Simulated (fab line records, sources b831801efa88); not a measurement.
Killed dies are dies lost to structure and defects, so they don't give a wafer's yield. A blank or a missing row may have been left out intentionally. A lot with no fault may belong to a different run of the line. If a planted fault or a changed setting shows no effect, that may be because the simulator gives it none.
Chamber matching || flow sky130 || cmp-01 running SKY_LI_CONTACT_CMP_02: 4 sister chambers
The step polishes PSG. 4 wafers are shown with their chamber, then 7 later ones without.

WAFERS WITH THEIR CHAMBER
{"wafer": "L303.1", "chamber": 2, "motor current A (A)": 11.8}
{"wafer": "L305.4", "chamber": 3, "motor current A (A)": 12.1}
{"wafer": "L309.1", "chamber": 1, "motor current A (A)": 11.2}
{"wafer": "L309.2", "chamber": 0, "motor current A (A)": 10.9}

WAFERS WITH NO CHAMBER GIVEN
{"wafer": "L309.3", "motor current A (A)": 11.6}
{"wafer": "L310.3", "motor current A (A)": 11.8}
{"wafer": "L310.4", "motor current A (A)": 11.6}
{"wafer": "L310.6", "motor current A (A)": 11.7}
{"wafer": "L311.2", "motor current A (A)": 12.1}
{"wafer": "L311.3", "motor current A (A)": 11.3}
{"wafer": "L311.5", "motor current A (A)": 10.7}

THE CHAMBER EACH PASSED THROUGH
{"wafer": "L309.3", "from the rows above": "can't be placed: 2 or 1", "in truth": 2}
{"wafer": "L310.3", "from the rows above": 2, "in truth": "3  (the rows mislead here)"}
{"wafer": "L310.4", "from the rows above": "can't be placed: 2 or 1", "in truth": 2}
{"wafer": "L310.6", "from the rows above": 2, "in truth": 2}
{"wafer": "L311.2", "from the rows above": 3, "in truth": 3}
{"wafer": "L311.3", "from the rows above": 1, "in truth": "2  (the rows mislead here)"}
{"wafer": "L311.5", "from the rows above": 0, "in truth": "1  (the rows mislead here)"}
Correctly placed: 2 of 7. Not placeable from these rows: 2 (in 2, the candidates include the true chamber). Wrongly placed: 3.
How it was worked out, from the rows above alone: a wafer's distance from a chamber is the root of the sum, over the readings, of the square of ((its reading less the chamber's mean) divided by the reading's scatter). If the next closest chamber is less than 2 further off than the closest, the wafer can't be placed; otherwise it belongs to the closest. The mean given for a chamber averages the wafers shown for that chamber. The scatter (one wafer shown for each chamber): square how far every hidden wafer sits from the nearest shown wafer, average those squares and take the square root.
